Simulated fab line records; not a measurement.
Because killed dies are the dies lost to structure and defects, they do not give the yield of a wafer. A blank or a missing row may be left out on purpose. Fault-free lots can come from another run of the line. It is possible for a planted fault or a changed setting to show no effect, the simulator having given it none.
Which tool is to blame? + flow sky130 + 10 lots with 30 wafers sampled at 6 steps, on a route of 708 steps

## WHAT EACH GAUGE READ, for each wafer
SKY_VIA1_BOW_MEAS_03.
| lot  | measured     | on            | VIA1_BOW (um) |
|------|--------------|---------------|---------------|
| L503 | day 32 18:54 | film-metro-02 | 89 79 83      |
| L510 | day 35 08:07 | film-metro-04 | 92 97 71      |
| L512 | day 35 21:23 | film-metro-04 | 83 71 89      |
| L514 | day 36 14:14 | film-metro-01 | 78 67 80      |
| L513 | day 36 16:32 | film-metro-04 | 80 88 77      |
| L515 | day 36 18:05 | film-metro-01 | 89 81 81      |
| L516 | day 37 01:54 | film-metro-02 | 81 77 83      |
| L517 | day 37 15:04 | film-metro-02 | 87 75 98      |
| L525 | day 40 05:50 | film-metro-04 | 79 71 82      |
| L526 | day 40 07:17 | film-metro-04 | 71 73 77      |

SKY_METAL2_RS_MEAS_05: measurement is done with a four-point probe.
| lot  | measured     | on            | METAL2_ALCU_RS (ohm/sq) |
|------|--------------|---------------|-------------------------|
| L503 | day 34 00:17 | film-metro-02 | 0.1261 0.1253 0.1250    |
| L510 | day 36 12:10 | film-metro-04 | 0.1276 0.1254 0.1263    |
| L512 | day 37 01:35 | film-metro-03 | 0.1271 0.1282 0.1270    |
| L514 | day 37 18:05 | film-metro-03 | 0.1272 0.1273 0.1270    |
| L513 | day 37 20:32 | film-metro-02 | 0.1273 0.1288 0.1266    |
| L515 | day 37 22:00 | film-metro-02 | 0.0979 0.0986 0.0979    |
| L516 | day 38 04:53 | film-metro-03 | 0.0993 0.0995 0.0995    |
| L517 | day 38 18:00 | film-metro-04 | 0.1274 0.1277 0.1268    |
| L525 | day 41 07:53 | film-metro-03 | 0.1261 0.1253 0.1258    |
| L526 | day 41 08:36 | film-metro-02 | 0.1300 0.1294 0.1281    |

SKY_METAL2_THK_MEAS_06: measures by xrf.
| lot  | measured     | on            | METAL2_ALCU_THK (nm) |
|------|--------------|---------------|----------------------|
| L503 | day 34 00:23 | film-metro-02 | 251 250 252          |
| L510 | day 36 12:17 | film-metro-04 | 248 253 250          |
| L512 | day 37 01:41 | film-metro-03 | 247 247 249          |
| L514 | day 37 18:11 | film-metro-03 | 248 249 249          |
| L513 | day 37 20:39 | film-metro-02 | 249 247 248          |
| L515 | day 37 22:07 | film-metro-02 | 318 317 319          |
| L516 | day 38 04:59 | film-metro-03 | 319 316 315          |
| L517 | day 38 18:07 | film-metro-04 | 249 248 250          |
| L525 | day 41 07:59 | film-metro-03 | 250 251 251          |
| L526 | day 41 08:43 | film-metro-02 | 245 244 247          |

SKY_METAL2_CD_MEAS_15: target cd 140 nm.
| lot  | measured     | on        | cd-nm (nm)        |
|------|--------------|-----------|-------------------|
| L503 | day 35 02:41 | cd-sem-01 | 143.3 142.5 142.9 |
| L510 | day 37 14:22 | cd-sem-02 | 139.3 138.7 140.1 |
| L512 | day 38 02:27 | cd-sem-02 | 141.7 141.2 140.4 |
| L514 | day 38 18:47 | cd-sem-01 | 140.1 141.4 140.6 |
| L513 | day 38 22:13 | cd-sem-01 | 138.9 139.1 139.1 |
| L515 | day 38 23:28 | cd-sem-02 | 139.0 138.0 138.1 |
| L516 | day 39 05:31 | cd-sem-01 | 142.2 141.1 140.8 |
| L517 | day 39 18:11 | cd-sem-02 | 139.3 138.8 139.6 |
| L525 | day 42 07:17 | cd-sem-02 | 139.3 138.1 138.5 |
| L526 | day 42 08:16 | cd-sem-01 | 136.4 136.3 138.1 |

## TOOL THAT RAN EACH LOT (tool first, then ch and the chambers of the sampled wafers, then the start)
| lot  | SKY_METAL2_SPUTTER_00        | SKY_METAL2_SPUTTER_02        |
|------|------------------------------|------------------------------|
| L503 | pvd-sputter-01, day 34 00:07 | pvd-sputter-01, day 34 00:09 |
| L510 | pvd-sputter-01, day 36 12:02 | pvd-sputter-01, day 36 12:05 |
| L512 | pvd-sputter-01, day 37 01:25 | pvd-sputter-01, day 37 01:28 |
| L514 | pvd-sputter-03, day 37 17:55 | pvd-sputter-03, day 37 17:58 |
| L513 | pvd-sputter-03, day 37 20:23 | pvd-sputter-03, day 37 20:26 |
| L515 | pvd-sputter-03, day 37 21:52 | pvd-sputter-03, day 37 21:55 |
| L516 | pvd-sputter-03, day 38 04:43 | pvd-sputter-03, day 38 04:46 |
| L517 | pvd-sputter-01, day 38 17:50 | pvd-sputter-01, day 38 17:53 |
| L525 | pvd-sputter-01, day 41 07:43 | pvd-sputter-01, day 41 07:46 |
| L526 | pvd-sputter-01, day 41 08:28 | pvd-sputter-01, day 41 08:31 |
- SKY_METAL2_SPUTTER_00: material Ti, target thk 15 nm, time 10 s.
- SKY_METAL2_SPUTTER_02: material AlCu, target thk 250 nm, time 13.3 s.

## WHAT THE TOOLS THEMSELVES READ (means of the sampled wafers that have a number; where no wafer has one, the mark that the record gives instead)
SKY_METAL2_SPUTTER_00.
| lot  | tool           | throttle-valve-pct (%) |
|------|----------------|------------------------|
| L503 | pvd-sputter-01 | 30.4                   |
| L510 | pvd-sputter-01 | 30.6                   |
| L512 | pvd-sputter-01 | 30.0                   |
| L514 | pvd-sputter-03 | 30.0                   |
| L513 | pvd-sputter-03 | 29.6                   |
| L515 | pvd-sputter-03 | 29.9                   |
| L516 | pvd-sputter-03 | 29.7                   |
| L517 | pvd-sputter-01 | 30.7                   |
| L525 | pvd-sputter-01 | 30.1                   |
| L526 | pvd-sputter-01 | 30.3                   |

SKY_METAL2_SPUTTER_02.
| lot  | tool           | throttle-valve-pct (%) |
|------|----------------|------------------------|
| L503 | pvd-sputter-01 | 30.6                   |
| L510 | pvd-sputter-01 | 30.4                   |
| L512 | pvd-sputter-01 | 29.9                   |
| L514 | pvd-sputter-03 | 29.8                   |
| L513 | pvd-sputter-03 | 29.6                   |
| L515 | pvd-sputter-03 | 29.8                   |
| L516 | pvd-sputter-03 | 29.8                   |
| L517 | pvd-sputter-01 | 30.4                   |
| L525 | pvd-sputter-01 | 30.0                   |
| L526 | pvd-sputter-01 | 30.4                   |

## THE ANSWER, worked out from the rows above alone
Rule: what is usual is taken from the lots themselves. The widest of any qualifying gaps counts: lots, ordered by their means at a reading, are off when they make up no more than a third of the lots, leave a main group of 4 or more, and stand apart from it by 3 or more times the standard deviation of that group's means. A main group is skipped when, at the precision printed for the reading in the tables above, its means are all equal. Also off: a lot with no number at a reading for which 4 or more lots have one. All remaining lots with rows at the step are treated as sound. After the gauges, taken in route order, come the tools' own readings; for these a lot's mean is taken, as printed above. At the first step where some lot is off, the reading lying furthest off is the one used; lots without a number count as furthest.
Off: at SKY_METAL2_RS_MEAS_05 (METAL2_ALCU_RS), L515, L516. Mean 0.1270 ohm/sq and standard deviation 0.0011 in the main group.
A tool fits if, at a process step before that reading, it ran every lot that is off, and no sound lot after the first of them. The gauges at SKY_METAL2_RS_MEAS_05 are tried like those tools. One fits: SKY_METAL2_SPUTTER_00 and SKY_METAL2_SPUTTER_02 on pvd-sputter-03. At SKY_METAL2_SPUTTER_00 its last sound lot is L513 (day 37 20:23), its first lot that is off L515 (day 37 21:52): a fault that began between those two fits.

## WHAT THE SIMULATOR PUT IN
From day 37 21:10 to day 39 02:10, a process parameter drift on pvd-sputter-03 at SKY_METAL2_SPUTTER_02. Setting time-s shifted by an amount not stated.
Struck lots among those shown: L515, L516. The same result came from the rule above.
